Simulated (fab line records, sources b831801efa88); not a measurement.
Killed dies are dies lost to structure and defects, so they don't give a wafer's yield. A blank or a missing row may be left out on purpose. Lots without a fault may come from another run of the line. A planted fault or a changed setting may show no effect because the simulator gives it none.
Which tool did it? | flow sky130 | 6 lots, 18 wafers sampled, at 2 steps of a route of 708

WHAT THE GAUGES READ, wafer by wafer
SKY_SONOS_TUNNEL_TW_MEAS_12.
lot  | measured     | on            | SONOS_TUNNEL_TW
L777 | day 12 04:34 | film_metro-01 | 196.8 196.6 197.1
L779 | day 12 15:08 | film_metro-01 | 196.4 196.8 197.5
L781 | day 13 05:08 | film_metro-03 | 195.4 193.3 195.0
L783 | day 14 04:07 | film_metro-01 | 196.5 197.1 196.5
L792 | day 16 22:19 | film_metro-01 | 110.0 108.9 108.8
L795 | day 17 23:41 | film_metro-03 | 194.4 194.4 194.4

WHICH TOOL RAN EACH LOT (tool, then ch and the chambers of the sampled wafers, then the start)
lot  | SKY_SONOS_TUNNEL_IMPLANT_09
L777 | implanter-02 ch 0, day 12 04:10
L779 | implanter-01 ch 0, day 12 14:43
L781 | implanter-01 ch 0, day 13 04:44
L783 | implanter-02 ch 0, day 14 03:45
L792 | implanter-04 ch 0, day 16 21:46
L795 | implanter-01 ch 0, day 17 23:15
- SKY_SONOS_TUNNEL_IMPLANT_09

THE ANSWER, worked out from the rows above alone
Rule: what is usual is taken from the lots themselves. Put in order of their means at a reading, lots are off if they are a third of the lots or fewer, leave a main group of 4 or more, and stand apart from it by a gap of 3 or more times the standard deviation of the main group's means; of several such gaps the widest counts. A main group whose means are all the same, to the digits that the tables above print for the reading, isn't used. A lot without any number at a reading at which 4 lots or more have one is off too. The other lots that the step has rows for count as sound.
Off: L792, at SKY_SONOS_TUNNEL_TW_MEAS_12 (SONOS_TUNNEL_TW). The main group: mean 195.9, standard deviation 1.1.
A tool fits if, at a process step before that reading, it ran every lot that is off, and no sound lot after the first of them. The gauges at SKY_SONOS_TUNNEL_TW_MEAS_12 are tried like those tools. Can't be told from this: 2 tools fit, implanter-04 at SKY_SONOS_TUNNEL_IMPLANT_09, film_metro-01 at SKY_SONOS_TUNNEL_TW_MEAS_12.

WHAT THE SIMULATOR HAD PUT IN
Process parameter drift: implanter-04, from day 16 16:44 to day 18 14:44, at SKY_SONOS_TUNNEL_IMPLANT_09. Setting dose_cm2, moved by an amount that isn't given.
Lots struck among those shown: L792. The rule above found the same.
